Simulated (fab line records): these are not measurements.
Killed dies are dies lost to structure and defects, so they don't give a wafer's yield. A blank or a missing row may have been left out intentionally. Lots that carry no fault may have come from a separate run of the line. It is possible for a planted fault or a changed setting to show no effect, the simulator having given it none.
Comparing a struck lot with a sound one	flow gf180mcu	43 steps out of a route of 602
Sound: these wafers, L403.3, L403.4, L403.5. Wafers struck: L415.3, L415.4, L415.6. The cause comes at the end.
Per side, at each step with rows, come the tool, then ch with its chambers, and then its first start. Under that, the readings that differ: sound wafers	struck wafers	difference of the means	sigmas: that difference in standard deviations of wafers without a fault.
alike: readings with means less than 2 such deviations apart, plus words and numbers identical on both sides. not compared: withheld readings, readings lacking a value on some wafer, bounds such as >300 that could conceal the same value, and numbers that have no deviation in the record and whose values overlap.
Wherever a step has rows on one side only, a row that says differs or no value, or a row with sigmas, the two part there. Non-overlapping numbers with no deviation appear without sigmas and do not part them. A reading missing from all wafers of one side parts the sides only when that side holds two or more wafers.

first, 6 steps without rows for these wafers: GF_M3_HMDS_08 (prime time 60 s); GF_M3_COAT_09 (resist thk 1000 nm); GF_M3_SOFTBAKE_10 (time 60 s); GF_M3_EXPOSE_11 (exposes mask Metal3, target cd 280 nm); GF_M3_PEB_12 (peb time 90 s); GF_M3_DEVELOP_13 (develop time 60 s).
GF_M3_CD_MEAS_14: the cd target is 280 nm.
  sound: cd_sem-01 at day 24 13:53; struck: cd_sem-02 at day 28 01:43
  alike: cd_nm
GF_M3_OVL_MEAS_15:
  sound: overlay-02 at day 24 13:58; struck: overlay-02 at day 28 01:49
  alike: M3_OVL
GF_M3_METAL_ETCH_16: etches the open film in Cl2/BCl3, stops on SiO2, target depth 750.8 nm, time 125.1 s.
  sound on rie_metal-02 ch 0,1, day 24 14:02; struck on rie_metal-01 ch 0,1, day 28 01:53
reading	sound	struck	difference	sigmas
oes_product_au (a.u.)	0.997 1.000 0.998	0.980 0.967 0.982	-0.022	-3
  alike: drypump_motor_current_A, throttle_valve_pct
  not compared: rf_hours_counter_h
GF_M3_STRIP_17: strips in O2/N2.
  sound on plasma_asher-03 ch 0,1, day 24 14:10; struck on plasma_asher-04 ch 0,1, day 28 02:00
reading	sound	struck	difference	sigmas
strip_time_to_endpoint_s (s)	7.32 7.30 7.29	7.43 7.53 7.46	+0.17	+2
  alike: drypump_motor_current_A, heater_power_w, oes_product_au
  not compared: rf_hours_counter_h
then, 2 steps without rows for these wafers: GF_M3_STRIP_18 (strips in post etch residue remover, time 1200 s); GF_M3_CLEAN_19 (cleans in DIW).
GF_V3_CVD_00: deposits SiO2, target thk 600 nm, time 100 s.
  sound on hdpcvd-02 ch 0,2, day 24 14:42; struck on hdpcvd-02 ch 1,2, day 28 02:31
GF_V3_THK_MEAS_01:
  sound: film_metro-02 at day 24 14:48; struck: film_metro-04 at day 28 02:36
  alike: V3_CVD_00_THK
then, 1 step without rows for these wafers: GF_V3_CVD_02 (deposits SiO2 from TEOS, target thk 850 nm, time 94.851 s).
GF_V3_THK_MEAS_03:
  sound: film_metro-04 at day 24 14:56; struck: film_metro-02 at day 28 02:44
  alike: V3_CVD_02_THK
then, 1 step without rows for these wafers: GF_V3_CMP_04 (polishes SiO2).
GF_V3_BOW_MEAS_05:
  sound: film_metro-01 at day 24 15:19; struck: film_metro-02 at day 28 03:07
  alike: V3_BOW
then, 8 steps without rows for these wafers: GF_V3_DEHYDRATE_06 (time 60 s); GF_V3_HMDS_07 (prime time 60 s); GF_V3_COAT_08; GF_V3_COAT_09 (resist thk 1000 nm); GF_V3_SOFTBAKE_10 (time 60 s); GF_V3_EXPOSE_11 (exposes mask Via3, target cd 260 nm); GF_V3_PEB_12 (peb time 90 s); GF_V3_DEVELOP_13 (develop time 60 s).
GF_V3_CD_MEAS_14: the cd target is 260 nm.
  sound: cd_sem-02 at day 25 13:38; struck: cd_sem-02 at day 28 23:56
  alike: cd_nm
GF_V3_OVL_MEAS_15:
  sound: overlay-02 at day 25 13:44; struck: overlay-02 at day 29 00:01
  alike: V3_OVL
then, 7 steps without rows for these wafers: GF_V3_ETCH_16 (etches BARC in N2/H2); GF_V3_ETCH_17 (etches SiO2 in C4F8/O2/Ar, stops on TiN, target depth 635 nm); GF_V3_STRIP_18 (strips in O2/N2); GF_V3_STRIP_19 (strips in post etch residue remover, time 1200 s); GF_V3_CLEAN_20 (cleans in DIW); GF_V3_SPUTTER_21 (material Ti, target thk 15 nm, time 80.02 s); GF_V3_SPUTTER_22 (material TiN, target thk 10 nm, time 40 s).
GF_V3_CVD_23: deposits W, target thk 350 nm, time 104.9 s.
  sound on cvd_w-01 ch 0,1, day 25 14:33; struck on cvd_w-01 ch 1, day 29 00:53
  alike: heater_power_w
GF_V3_RS_MEAS_24: measures by four-point-probe.
  sound: film_metro-04 at day 25 14:40; struck: film_metro-04 at day 29 01:04
  alike: V3_W_RS
GF_V3_THK_MEAS_25: measures by xrf.
  sound: film_metro-04 at day 25 14:46; struck: film_metro-04 at day 29 01:10
  alike: V3_W_THK
then, 2 steps without rows for these wafers: GF_V3_CMP_26 (polishes, stops on SiO2, t overpolish 15 s, target thk 0 nm); GF_M4_SPUTTER_00 (material Ti, target thk 37.5 nm, time 150 s).
GF_M4_SPUTTER_01: material TiN, target thk 30 nm, time 25 s.
  sound: pvd_sputter-01 at day 25 15:13; struck: pvd_sputter-01 at day 29 01:37
  alike: throttle_valve_pct
GF_M4_SPUTTER_02: material AlCu, target thk 450 nm, time 23.9 s.
  sound: pvd_sputter-01 at day 25 15:14; struck: pvd_sputter-01 at day 29 01:38
  alike: throttle_valve_pct
-- the record jumps here: 5 days lie between the struck wafers' starts before and after (it left off in module M4 and takes up again in module PASSIVATION, whose first step shown is number 602 of the route) --
GF_PASSIVATION_PROBE_99:
  only the struck wafers here have rows in the record (prober-01, day 34 13:08); the sound ones have none

## WHERE THEY PART
Earliest at GF_M3_METAL_ETCH_16; latest, in this record, at GF_PASSIVATION_PROBE_99.

WHY: what had been put in by the simulator
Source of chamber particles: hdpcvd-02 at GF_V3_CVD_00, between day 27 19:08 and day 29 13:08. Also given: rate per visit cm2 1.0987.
